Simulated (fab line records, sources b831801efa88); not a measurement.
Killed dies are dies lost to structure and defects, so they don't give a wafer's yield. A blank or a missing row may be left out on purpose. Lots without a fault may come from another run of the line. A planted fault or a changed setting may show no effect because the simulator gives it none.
Which tool did it? | flow sky130 | 24 lots, 72 wafers sampled, at 4 steps of a route of 708

WHAT THE GAUGES READ, wafer by wafer
SKY_VT_ADJUST_NCORE_CD_MEAS_07: target cd 380 nm.
lot  | measured     | on        | cd_nm (nm)
L074 | day 8 16:15  | cd_sem-02 | 379.5 380.2 381.1
L075 | day 8 22:23  | cd_sem-01 | 376.8 378.7 378.2
L076 | day 8 23:56  | cd_sem-02 | 379.3 377.3 380.0
L077 | day 9 10:05  | cd_sem-01 | 376.9 377.4 376.1
L078 | day 9 17:15  | cd_sem-02 | 379.6 377.7 378.9
L079 | day 9 21:15  | cd_sem-02 | 383.4 385.1 383.4
L080 | day 10 04:30 | cd_sem-01 | 378.6 380.2 380.3
L081 | day 10 13:45 | cd_sem-01 | 381.9 383.7 382.2
L082 | day 10 21:44 | cd_sem-02 | 377.5 380.8 379.0
L083 | day 11 10:29 | cd_sem-01 | 379.8 383.5 381.2
L085 | day 11 23:02 | cd_sem-02 | 375.1 378.3 377.3
L084 | day 12 00:15 | cd_sem-01 | 383.9 383.8 381.9
L086 | day 12 10:16 | cd_sem-01 | 378.9 377.2 377.8
L087 | day 12 15:18 | cd_sem-02 | 379.7 382.6 380.9
L088 | day 12 17:08 | cd_sem-01 | 379.2 380.7 379.8
L089 | day 13 06:50 | cd_sem-02 | 380.7 378.9 380.3
L090 | day 13 17:08 | cd_sem-01 | 377.9 378.7 376.9
L091 | day 13 21:10 | cd_sem-01 | 381.3 381.9 382.9
L092 | day 14 05:13 | cd_sem-01 | 384.4 383.0 383.4
L093 | day 14 07:47 | cd_sem-02 | 379.0 379.3 378.9
L094 | day 14 09:29 | cd_sem-01 | 380.2 381.8 381.7
L095 | day 14 18:42 | cd_sem-02 | 383.4 381.1 379.8
L096 | day 15 04:18 | cd_sem-02 | 379.5 378.6 378.7
L097 | day 15 08:55 | cd_sem-02 | 376.8 376.5 375.4

SKY_METAL2_CD_MEAS_15: target cd 140 nm.
lot  | measured     | on        | cd_nm (nm)
L074 | day 35 03:02 | cd_sem-02 | 138.9 140.7 138.0
L075 | day 35 16:43 | cd_sem-02 | 141.3 142.1 141.1
L076 | day 35 15:13 | cd_sem-01 | 139.9 141.4 140.1
L077 | day 36 01:15 | cd_sem-02 | 138.7 136.9 139.5
L078 | day 36 12:02 | cd_sem-01 | 139.1 140.0 140.5
L079 | day 36 13:44 | cd_sem-02 | 140.9 142.2 141.7
L080 | day 37 00:37 | cd_sem-01 | 139.0 139.0 138.5
L081 | day 38 01:16 | cd_sem-02 | 139.5 141.4 140.4
L082 | day 38 02:49 | cd_sem-02 | 142.8 141.2 143.6
L083 | day 38 09:44 | cd_sem-02 | 140.0 140.0 139.9
L085 | day 39 04:32 | cd_sem-02 | 138.5 138.6 140.5
L084 | day 39 01:35 | cd_sem-01 | 138.8 139.3 139.3
L086 | day 39 11:24 | cd_sem-01 | 142.7 142.5 143.0
L087 | day 40 00:31 | cd_sem-02 | 142.3 141.4 141.6
L088 | day 40 00:08 | cd_sem-01 | 137.8 135.1 138.4
L089 | day 40 07:05 | cd_sem-01 | 142.3 141.8 140.1
L090 | day 40 20:41 | cd_sem-01 | 137.3 137.4 138.0
L091 | day 40 19:08 | cd_sem-01 | 139.5 139.2 140.0
L092 | day 41 09:06 | cd_sem-01 | 136.9 136.2 137.4
L093 | day 41 04:16 | cd_sem-01 | 140.1 140.8 143.0
L094 | day 41 09:11 | cd_sem-02 | 143.6 141.1 141.0
L095 | day 41 15:39 | cd_sem-02 | 140.1 138.1 138.4
L096 | day 41 23:08 | cd_sem-02 | 137.0 138.2 139.0
L097 | day 42 01:40 | cd_sem-01 | 141.0 141.9 141.8

WHICH TOOL RAN EACH LOT (tool, then ch and the chambers of the sampled wafers, then the start)
lot  | SKY_LI_CONTACT_SPUTTER_20    | SKY_VIA1_CMP_02
L074 | pvd_sputter-03, day 29 05:38 | cmp-02 ch 1,3, day 32 20:11
L075 | pvd_sputter-04, day 29 18:53 | cmp-01 ch 0,2,3, day 33 10:35
L076 | pvd_sputter-03, day 29 17:04 | cmp-01 ch 0,2,3, day 33 08:36
L077 | pvd_sputter-03, day 30 04:49 | cmp-01 ch 0,3, day 33 19:34
L078 | pvd_sputter-02, day 30 16:07 | cmp-01 ch 0,1,3, day 34 06:39
L079 | pvd_sputter-04, day 30 17:16 | cmp-01 ch 0,2, day 34 07:44
L080 | pvd_sputter-03, day 31 04:04 | cmp-02 ch 0,1,3, day 34 18:41
L081 | pvd_sputter-03, day 32 07:02 | cmp-01 ch 0,2,3, day 35 19:50
L082 | pvd_sputter-03, day 32 08:56 | cmp-01 ch 0,1,3, day 35 21:06
L083 | pvd_sputter-04, day 32 18:20 | cmp-01 ch 0,2,3, day 36 05:18
L085 | pvd_sputter-03, day 33 10:48 | cmp-01 ch 0,2,3, day 36 23:16
L084 | pvd_sputter-02, day 33 08:33 | cmp-01 ch 0,1,3, day 36 20:07
L086 | pvd_sputter-04, day 33 19:25 | cmp-01 ch 0,1,2, day 37 06:40
L087 | pvd_sputter-04, day 34 07:59 | cmp-01 ch 0,2,3, day 37 19:43
L088 | pvd_sputter-03, day 34 07:29 | cmp-02 ch 1,2,3, day 37 19:30
L089 | pvd_sputter-02, day 34 15:40 | cmp-01 ch 1,3, day 38 03:15
L090 | pvd_sputter-02, day 35 08:51 | cmp-02 ch 0,1, day 38 19:03
L091 | pvd_sputter-04, day 35 07:54 | cmp-02 ch 0,1,2, day 38 18:01
L092 | pvd_sputter-02, day 35 20:16 | cmp-02 ch 2,3, day 39 07:13
L093 | pvd_sputter-03, day 35 15:32 | cmp-02 ch 1,3, day 39 01:04
L094 | pvd_sputter-04, day 35 20:37 | cmp-02 ch 0,1, day 39 07:34
L095 | pvd_sputter-04, day 36 02:38 | cmp-02 ch 1,3, day 39 13:28
L096 | pvd_sputter-03, day 36 12:56 | cmp-01 ch 0,2,3, day 39 22:28
L097 | pvd_sputter-04, day 36 13:54 | cmp-01 ch 1,2,3, day 40 00:05
- SKY_LI_CONTACT_SPUTTER_20: material TiN, target thk 20 nm, time 80 s.
- SKY_VIA1_CMP_02: polishes SiO2.

WHAT THE TOOLS THEMSELVES READ (means of the sampled wafers that have a number; where no wafer has one, the mark that the record gives instead)
SKY_LI_CONTACT_SPUTTER_20.
lot  | tool           | chamber_pressure_pa (Pa) | throttle_valve_pct (%)
L074 | pvd_sputter-03 | 4.999                    | 29.1
L075 | pvd_sputter-04 | 5.003                    | 30.0
L076 | pvd_sputter-03 | 5.001                    | 30.0
L077 | pvd_sputter-03 | 4.994                    | 29.9
L078 | pvd_sputter-02 | 4.992                    | 29.3
L079 | pvd_sputter-04 | 5.006                    | 30.0
L080 | pvd_sputter-03 | 4.996                    | 29.9
L081 | pvd_sputter-03 | 4.995                    | 29.4
L082 | pvd_sputter-03 | 5.005                    | 29.8
L083 | pvd_sputter-04 | 5.001                    | 31.1
L085 | pvd_sputter-03 | 5.003                    | 29.4
L084 | pvd_sputter-02 | 5.013                    | 29.2
L086 | pvd_sputter-04 | 4.998                    | 30.8
L087 | pvd_sputter-04 | 5.001                    | 29.8
L088 | pvd_sputter-03 | 5.012                    | 30.6
L089 | pvd_sputter-02 | 5.012                    | 29.4
L090 | pvd_sputter-02 | 4.986                    | 29.7
L091 | pvd_sputter-04 | 5.010                    | 29.7
L092 | pvd_sputter-02 | 4.995                    | 29.2
L093 | pvd_sputter-03 | 4.997                    | 30.0
L094 | pvd_sputter-04 | 4.999                    | 29.7
L095 | pvd_sputter-04 | 4.995                    | 30.3
L096 | pvd_sputter-03 | 5.002                    | 29.9
L097 | pvd_sputter-04 | 4.994                    | 30.8

SKY_VIA1_CMP_02.
lot  | tool   | motor_current_A (A)
L074 | cmp-02 | 12.1
L075 | cmp-01 | 11.7
L076 | cmp-01 | 11.7
L077 | cmp-01 | 11.0
L078 | cmp-01 | 11.1
L079 | cmp-01 | 12.9
L080 | cmp-02 | 12.2
L081 | cmp-01 | 11.9
L082 | cmp-01 | 11.1
L083 | cmp-01 | 12.0
L085 | cmp-01 | 11.7
L084 | cmp-01 | 11.4
L086 | cmp-01 | 12.0
L087 | cmp-01 | 11.8
L088 | cmp-02 | 12.7
L089 | cmp-01 | 11.4
L090 | cmp-02 | 12.3
L091 | cmp-02 | 12.7
L092 | cmp-02 | 13.1
L093 | cmp-02 | 11.9
L094 | cmp-02 | 12.0
L095 | cmp-02 | 12.3
L096 | cmp-01 | 11.7
L097 | cmp-01 | 12.3

THE ANSWER, worked out from the rows above alone
Rule: what is usual is taken from the lots themselves. Put in order of their means at a reading, lots are off if they are a third of the lots or fewer, leave a main group of 4 or more, and stand apart from it by a gap of 3 or more times the standard deviation of the main group's means; of several such gaps the widest counts. A main group whose means are all the same, to the digits that the tables above print for the reading, isn't used. A lot without any number at a reading at which 4 lots or more have one is off too. The other lots that the step has rows for count as sound. The gauges are gone through in route order, then the tools' own readings, and for those a lot's mean is taken as printed above. The first step at which some lot is off is used, and at that step the reading that is off furthest; a lot without a number counts as furthest.
No lot is off at any reading shown: from this, nothing can be told.

WHAT THE SIMULATOR HAD PUT IN
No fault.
